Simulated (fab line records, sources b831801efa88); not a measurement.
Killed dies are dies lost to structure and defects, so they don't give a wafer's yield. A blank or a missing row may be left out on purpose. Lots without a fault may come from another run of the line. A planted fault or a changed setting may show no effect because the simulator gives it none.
Tool commonality check | flow gf180mcu | 12 lots, 39 wafers sampled

WHY IT WAS OPENED
At GF_NWELL_TW_MEAS_11 the reading NWELL_TW is flagged on 1 of 12 lots. Wafers without a fault read 1570, standard deviation 15.
Rule: a lot is flagged when every wafer of it that has a number lies more than 4 standard deviations from that mean, or none has a number. The other lots count as sound.

lot  | measured    | on            | NWELL_TW, wafer by wafer | flag
L156 | day 3 10:19 | film_metro-04 | 1548 1546 1550           |
L157 | day 3 12:17 | film_metro-03 | 1582 1572 1578           |
L158 | day 3 18:07 | film_metro-02 | 1571 1583 1576           |
L162 | day 4 17:34 | film_metro-02 | 1573 1582 1586           |
L168 | day 6 00:55 | film_metro-03 | 30 30 30 30 30 30        | FLAGGED
L171 | day 6 19:35 | film_metro-02 | 1585 1588 1581           |
L172 | day 6 23:28 | film_metro-02 | 1581 1589 1590           |
L173 | day 7 04:31 | film_metro-03 | 1560 1560 1563           |
L174 | day 7 09:25 | film_metro-02 | 1596 1590 1591           |
L175 | day 7 13:45 | film_metro-04 | 1541 1547 1556           |
L177 | day 8 01:31 | film_metro-02 | 1586 1581 1586           |
L179 | day 8 12:19 | film_metro-03 | 1568 1560 1559           |
The numbers of the flagged lots are 30 on average: -1540 against the usual, or -99 or more standard deviations.

WHICH TOOL RAN EACH LOT
The record holds 1 process step before the reading, out of a route of 602 steps. In each cell: the tool, then ch and the chambers that the sampled wafers went through, then the start.
lot  | flag    | GF_NWELL_EXPOSE_04
L156 |         | iline_stepper-02 ch 0, day 3 03:37
L157 |         | iline_stepper-02 ch 0, day 3 06:05
L158 |         | iline_stepper-01 ch 0, day 3 11:25
L162 |         | iline_stepper-01 ch 0, day 4 10:50
L168 | FLAGGED | iline_stepper-02 ch 0, day 5 17:36
L171 |         | iline_stepper-01 ch 0, day 6 11:38
L172 |         | iline_stepper-02 ch 0, day 6 15:17
L173 |         | iline_stepper-02 ch 0, day 6 21:01
L174 |         | iline_stepper-02 ch 0, day 7 01:38
L175 |         | iline_stepper-02 ch 0, day 7 05:41
L177 |         | iline_stepper-02 ch 0, day 7 17:28
L179 |         | iline_stepper-01 ch 0, day 8 03:44
What these steps do:
- GF_NWELL_EXPOSE_04: exposes mask Nwell, target cd 860 nm.
- GF_NWELL_TW_MEAS_11

FLAGGED OVER TOTAL, TOOL BY TOOL (the gauges that took the reading come last)
step                | tool             | lots run | flagged | share of the flagged lots | sound lots run after its first flagged lot
GF_NWELL_EXPOSE_04  | iline_stepper-01 | 4        | 0       | none                      | -
GF_NWELL_EXPOSE_04  | iline_stepper-02 | 8        | 1       | all                       | 5 (L172,L173,L174,L175,L177)
GF_NWELL_TW_MEAS_11 | film_metro-02    | 6        | 0       | none                      | -
GF_NWELL_TW_MEAS_11 | film_metro-03    | 4        | 1       | all                       | 2 (L173,L179)
GF_NWELL_TW_MEAS_11 | film_metro-04    | 2        | 0       | none                      | -

WHAT THE TABLE ALLOWS
2 rows of the table ran every flagged lot: iline_stepper-02 at GF_NWELL_EXPOSE_04, film_metro-03 at GF_NWELL_TW_MEAS_11.
- iline_stepper-02 at GF_NWELL_EXPOSE_04: 1 of its 8 lots flagged. Sound lots ran on it after the first flagged one (L172, L173, L174, L175, L177), which a lasting fault on the whole tool wouldn't allow.
- film_metro-03 at GF_NWELL_TW_MEAS_11: 1 of its 4 lots flagged. Sound lots ran on it after the first flagged one (L173, L179), which a lasting fault on the whole tool wouldn't allow.
No row of the table ran every flagged lot and no sound lot after the first.

WHAT THE SIMULATOR HAD PUT IN
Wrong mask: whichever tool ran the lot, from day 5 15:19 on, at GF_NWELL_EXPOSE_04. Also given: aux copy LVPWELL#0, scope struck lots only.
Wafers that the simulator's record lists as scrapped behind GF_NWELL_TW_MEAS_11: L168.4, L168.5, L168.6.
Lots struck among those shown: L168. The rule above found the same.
